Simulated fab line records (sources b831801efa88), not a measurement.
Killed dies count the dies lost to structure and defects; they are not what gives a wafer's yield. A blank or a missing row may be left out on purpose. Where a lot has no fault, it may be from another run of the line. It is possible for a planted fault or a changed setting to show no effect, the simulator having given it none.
Struck lot and sound lot, side by side    flow sky130    16 out of 708 route steps
Sound: these wafers, L214.1, L214.2, L214.4. Struck: wafers L223.3, L223.4, L223.6. The cause comes at the end.
Order at every step that has rows: each side's tool, ch and its chambers, its first start. Under that, the readings that differ: sound wafers    struck wafers    difference of the means    sigmas: that difference in standard deviations of wafers without a fault.
alike: readings with means less than 2 such deviations apart, plus words and numbers identical on both sides. not compared: withheld readings, readings lacking a value on some wafer, bounds such as >300 that could conceal the same value, and numbers that have no deviation in the record and whose values overlap.
A row with sigmas, a row that says differs or no value, or rows on one side alone: a step with any of these is where the two part. Numbers that don't overlap but have no deviation are shown without sigmas and don't part them. A reading missing from all wafers of one side parts the sides only when that side holds two or more wafers.

first, 3 steps without rows for these wafers: SKY_METAL2_EXPOSE_12 (exposes mask MM2, target cd 140 nm); SKY_METAL2_PEB_13; SKY_METAL2_DEVELOP_14 (develop time 60 s).
SKY_METAL2_CD_MEAS_15: target cd 140 nm.
  struck on cd-sem-02, day 39 19:46; sound on cd-sem-01, day 37 13:10
  alike: cd-nm
SKY_METAL2_OVL_MEAS_16:
  struck on overlay-01, day 39 19:51; sound on overlay-01, day 37 13:17
  alike: METAL2_OVL
SKY_METAL2_DESCUM_17: chemistry O2, time 8 s.
  sound on rie-metal-01 ch 0,1, day 37 13:19; struck on rie-metal-03 ch 0,1, day 39 19:53
reading                      sound           struck          difference  sigmas
drypump-motor-current-A (A)  5.23 5.18 5.25  5.65 5.83 5.81  +0.54       +3
  alike: oes-product-au, temp-c
  not compared: rf-hours-counter-h
SKY_METAL2_ETCH_18: etches BARC in N2/H2, stops on SiO2, time 45.9 s, target depth 60 nm.
  sound on rie-metal-01 ch 0,1, day 37 13:22; struck on rie-metal-03 ch 0,1, day 39 19:56
reading                      sound           struck          difference  sigmas
drypump-motor-current-A (A)  5.25 5.18 5.24  5.66 5.82 5.82  +0.54       +3
  alike: oes-product-au, throttle-valve-pct
  not compared: rf-hours-counter-h
SKY_METAL2_METAL_ETCH_19: etches the open film in Cl2/BCl3, stops on SiO2, target depth 360 nm, time 78 s.
  sound on rie-metal-01 ch 0,1, day 37 13:25; struck on rie-metal-03 ch 0,1, day 39 20:00
reading                      sound           struck          difference  sigmas
drypump-motor-current-A (A)  5.22 5.17 5.23  5.72 5.84 5.85  +0.60       +3
  alike: oes-product-au, throttle-valve-pct
  not compared: rf-hours-counter-h
SKY_METAL2_STRIP_20: strips in O2/N2.
  sound on plasma-asher-02 ch 0,1, day 37 13:31; struck on plasma-asher-04 ch 0,1, day 39 20:05
reading                      sound        struck       difference  sigmas
drypump-motor-current-A (A)  6.2 6.5 6.5  5.7 5.2 5.2  -1.0        -2
  alike: oes-product-au, strip-time-to-endpoint-s
  not compared: rf-hours-counter-h
then, 3 steps without rows for these wafers: SKY_METAL2_STRIP_21 (strips in post etch residue remover, time 1200 s); SKY_METAL2_CLEAN_22 (cleans in IPA, time 180 s); SKY_METAL2_CLEAN_23 (cleans in O3/DIW).
SKY_VIA2_HDPCVD_00: deposits SiO2, target thk 1180 nm, time 196.7 s.
  sound on hdpcvd-01 ch 1,2, day 37 14:07; struck on hdpcvd-01 ch 1,2, day 39 20:39
reading                                   sound              struck             difference  sigmas
run-length-s (s)                          224.8 223.8 223.7  244.4 243.7 244.1  +20.0       +40
model.SiO2_of_VIA2_HDPCVD_00.thk-nm (nm)  1202 1184 1209     1291 1293 1303     +97         
SKY_VIA2_THK_MEAS_01:
  struck on film-metro-03, day 39 20:48; sound on film-metro-03, day 37 14:14
reading               sound           struck          difference  sigmas
VIA2_HDPCVD_THK (nm)  1201 1183 1209  1290 1294 1303  +98         +8
SKY_VIA2_CMP_02: polishes SiO2.
  sound on cmp-02 ch 1,2,3, day 37 14:17; struck on cmp-02 ch 0,1,2, day 39 20:56
  alike: edge-zone-pressure-frac, motor-current-A
SKY_PAD_OPEN_PROBE_99:
  the record holds rows for the sound wafers here (prober-01, day 47 15:28) but none for the struck ones

## WHERE THEY PART
First at SKY_METAL2_DESCUM_17; last, within this record, at SKY_PAD_OPEN_PROBE_99.

WHY: what had been put in by the simulator
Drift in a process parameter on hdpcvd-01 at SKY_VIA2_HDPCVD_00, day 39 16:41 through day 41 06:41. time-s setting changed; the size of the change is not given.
